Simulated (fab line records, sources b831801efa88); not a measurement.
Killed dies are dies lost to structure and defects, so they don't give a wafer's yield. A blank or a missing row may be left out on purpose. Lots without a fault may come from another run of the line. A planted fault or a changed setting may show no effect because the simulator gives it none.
Which tool did it? | flow gf180mcu | 11 lots, 33 wafers sampled, at 3 steps of a route of 602

WHAT THE GAUGES READ, wafer by wafer
GF_M2_CD_MEAS_14: target cd 280 nm.
lot  | measured     | on        | cd_nm (nm)
L617 | day 19 03:34 | cd_sem-02 | 280.3 278.9 281.1
L621 | day 20 21:04 | cd_sem-02 | 263.9 268.5 264.4
L628 | day 23 11:16 | cd_sem-01 | 278.3 278.0 278.7
L629 | day 23 20:16 | cd_sem-02 | 279.1 278.1 278.9
L630 | day 24 02:38 | cd_sem-01 | 278.6 279.5 279.9
L631 | day 24 08:22 | cd_sem-02 | 279.6 279.0 278.5
L632 | day 24 20:28 | cd_sem-02 | 281.6 280.7 280.8
L633 | day 25 01:50 | cd_sem-01 | 280.8 280.8 280.4
L636 | day 25 21:08 | cd_sem-01 | 280.0 280.3 279.3
L637 | day 26 04:51 | cd_sem-02 | 280.2 278.7 279.4
L640 | day 26 22:47 | cd_sem-01 | 278.7 278.7 278.8

WHICH TOOL RAN EACH LOT (tool, then ch and the chambers of the sampled wafers, then the start)
lot  | GF_V1_CMP_26                  | GF_M2_EXPOSE_11
L617 | cmp-02 ch 0,2,3, day 18 03:05 | krf_scanner-02 ch 0, day 18 15:56
L621 | cmp-01 ch 0,3, day 19 20:00   | krf_scanner-02 ch 0, day 20 09:14
L628 | cmp-02 ch 0,3, day 22 11:50   | krf_scanner-02 ch 0, day 23 00:06
L629 | cmp-01 ch 0,2, day 22 21:23   | krf_scanner-01 ch 0, day 23 09:00
L630 | cmp-02 ch 0,2, day 23 03:15   | krf_scanner-02 ch 0, day 23 15:28
L631 | cmp-02 ch 0,1,3, day 23 10:05 | krf_scanner-02 ch 0, day 23 21:49
L632 | cmp-01 ch 0,2,3, day 23 21:46 | krf_scanner-02 ch 0, day 24 09:34
L633 | cmp-01 ch 0,2, day 24 03:35   | krf_scanner-01 ch 0, day 24 15:25
L636 | cmp-01 ch 0,2, day 24 23:35   | krf_scanner-01 ch 0, day 25 10:38
L637 | cmp-01 ch 1,2, day 25 07:31   | krf_scanner-01 ch 0, day 25 18:53
L640 | cmp-02 ch 2,3, day 26 02:14   | krf_scanner-02 ch 0, day 26 13:26
- GF_V1_CMP_26: polishes, stops on SiO2, t overpolish 15 s, target thk 0 nm.
- GF_M2_EXPOSE_11: exposes mask Metal2, target cd 280 nm.

THE ANSWER, worked out from the rows above alone
Rule: what is usual is taken from the lots themselves. Put in order of their means at a reading, lots are off if they are a third of the lots or fewer, leave a main group of 4 or more, and stand apart from it by a gap of 3 or more times the standard deviation of the main group's means; of several such gaps the widest counts. A main group whose means are all the same, to the digits that the tables above print for the reading, isn't used. A lot without any number at a reading at which 4 lots or more have one is off too. The other lots that the step has rows for count as sound.
Off: L621, at GF_M2_CD_MEAS_14 (cd_nm). The main group: mean 279.5 nm, standard deviation 0.84.
A tool fits if, at a process step before that reading, it ran every lot that is off, and no sound lot after the first of them. The gauges at GF_M2_CD_MEAS_14 are tried like those tools. None of those tried fits.

WHAT THE SIMULATOR HAD PUT IN
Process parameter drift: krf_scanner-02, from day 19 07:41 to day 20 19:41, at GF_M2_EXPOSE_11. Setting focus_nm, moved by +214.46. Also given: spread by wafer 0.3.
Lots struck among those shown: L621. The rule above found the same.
